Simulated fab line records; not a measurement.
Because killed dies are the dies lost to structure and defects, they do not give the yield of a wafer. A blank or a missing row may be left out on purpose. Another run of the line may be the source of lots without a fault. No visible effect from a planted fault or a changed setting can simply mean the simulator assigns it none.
Struck lot and sound lot, side by side :: flow gf180mcu :: 20 steps out of a route of 602
Sound: wafers L844.2, L844.3, L844.5. Struck: wafers L853.3, L853.4, L853.6. Last of all comes the cause.
For every step that has rows: the tool of each side, followed by ch and its chambers, followed by its first start. Under that, the readings that differ: sound wafers :: struck wafers :: difference of the means :: sigmas: that difference in standard deviations of wafers without a fault.
alike: same words and numbers on both sides, and readings whose means sit less than 2 such deviations apart. not compared: any withheld reading, any reading some wafer has no value for, any bound like >300 that may hide the same value, and any number with overlapping values for which the record gives no deviation.
Wherever a step has rows on one side only, a row that says differs or no value, or a row with sigmas, the two part there. Numbers that have no deviation but don't overlap get no sigmas and don't part them. A reading missing from all wafers of one side parts the sides only when that side holds two or more wafers.

first, 1 step without rows for these wafers: GF_NSD_IMPLANT_10.
GF_NSD_STRIP_11: strips in O2/N2.
  sound on plasmaAsher-02 ch 0, day 15 02:13; struck on plasmaAsher-04 ch 0,1, day 18 15:03
  alike: drypumpMotorCurrentA, heaterPowerW, oesProductAu, platenTempC, stripTimeToEndpointS
  not compared: rfHoursCounterH
GF_NSD_TW_MEAS_12:
  struck on filmMetro-03, day 18 15:08; sound on filmMetro-04, day 15 02:19
  alike: NSD_TW
then, 7 steps without rows for these wafers: GF_PSD_DEHYDRATE_00 (time 60 s); GF_PSD_HMDS_01 (prime time 60 s); GF_PSD_COAT_02 (resist thk 1000 nm); GF_PSD_SOFTBAKE_03 (time 60 s); GF_PSD_EXPOSE_04 (exposes mask Pplus, target cd 400 nm); GF_PSD_PEB_05; GF_PSD_DEVELOP_06 (develop time 60 s).
GF_PSD_CD_MEAS_07: the cd target is 400 nm.
  struck on cdSem-02, day 19 14:12; sound on cdSem-01, day 16 00:07
  alike: cdNm
GF_PSD_OVL_MEAS_08:
  struck on overlay-01, day 19 14:17; sound on overlay-02, day 16 00:14
  alike: PSD_OVL
GF_PSD_IMPLANT_09:
  sound on implanter-02 ch 0, day 16 00:17; struck on implanter-02 ch 0, day 19 14:22
reading: implantIonAmu
sound: 49 49 49
struck: 75 75 75
difference: +26
sigmas: 

reading: model.implant.drpNm (nm)
sound: 15.87 15.87 15.87
struck: 11.92 11.92 11.92
difference: -3.95
sigmas: 

reading: model.implant.rpNm (nm)
sound: 30.09 30.09 30.09
struck: 27.14 27.14 27.14
difference: -2.95
sigmas: 
  alike: beamEnergyKeV, faradayCurrentUA
GF_PSD_STRIP_10: strips in O2/N2.
  sound on plasmaAsher-03 ch 0,1, day 16 00:25; struck on plasmaAsher-02 ch 0,1, day 19 14:30
  alike: drypumpMotorCurrentA, heaterPowerW, oesProductAu, platenTempC, stripTimeToEndpointS
  not compared: rfHoursCounterH
GF_PSD_TW_MEAS_11:
  struck on filmMetro-02, day 19 14:35; sound on filmMetro-03, day 16 00:31
reading: PSD_TW
sound: 3243 3229 3228
struck: 3669 3685 3691
difference: +448
sigmas: +17
then, 1 step without rows for these wafers: GF_PSD_CLEAN_12 (cleans in SC1/SC2, time 150 s).
GF_PSD_RTA_13: time 20 s.
  sound on rtpAnneal-01 ch 0, day 16 00:38; struck on rtpAnneal-02 ch 0, day 19 14:42
reading: lampPowerPct (%)
sound: 34.57 34.58 34.57
struck: 34.84 34.87 34.83
difference: +0.27
sigmas: +2
  alike: wafer_temp_C_max
GF_PSD_RS_MEAS_14: a four-point-probe measurement.
  struck on filmMetro-03, day 19 14:48; sound on filmMetro-04, day 16 00:43
reading: NSD_RS (ohm/sq)
sound: 45.88 46.08 45.99
struck: 46.29 46.34 46.25
difference: +0.31
sigmas: +3
GF_PSD_RS_MEAS_15: a four-point-probe measurement.
  struck on filmMetro-03, day 19 14:55; sound on filmMetro-04, day 16 00:50
reading: PSD_RS (ohm/sq)
sound: 108.21 108.28 107.91
struck: 52.35 52.31 52.36
difference: -55.79
sigmas: -99 or more
GF_SAB_CVD_00: deposits SiO2 from TEOS, target thk 50 nm, time 4.9302 s.
  sound on pecvd-01 ch 0,1, day 16 00:56; struck on pecvd-01 ch 0,1,2, day 19 15:00
  alike: heaterPowerW, rfFwdPowerW
  not compared: sinceWetCleanH

## WHERE THEY PART
Earliest at GF_PSD_TW_MEAS_11; latest, in this record, at GF_PSD_RS_MEAS_15. Later steps at which nothing parts them and some readings are alike: GF_SAB_CVD_00.

WHY: what the simulator had put in
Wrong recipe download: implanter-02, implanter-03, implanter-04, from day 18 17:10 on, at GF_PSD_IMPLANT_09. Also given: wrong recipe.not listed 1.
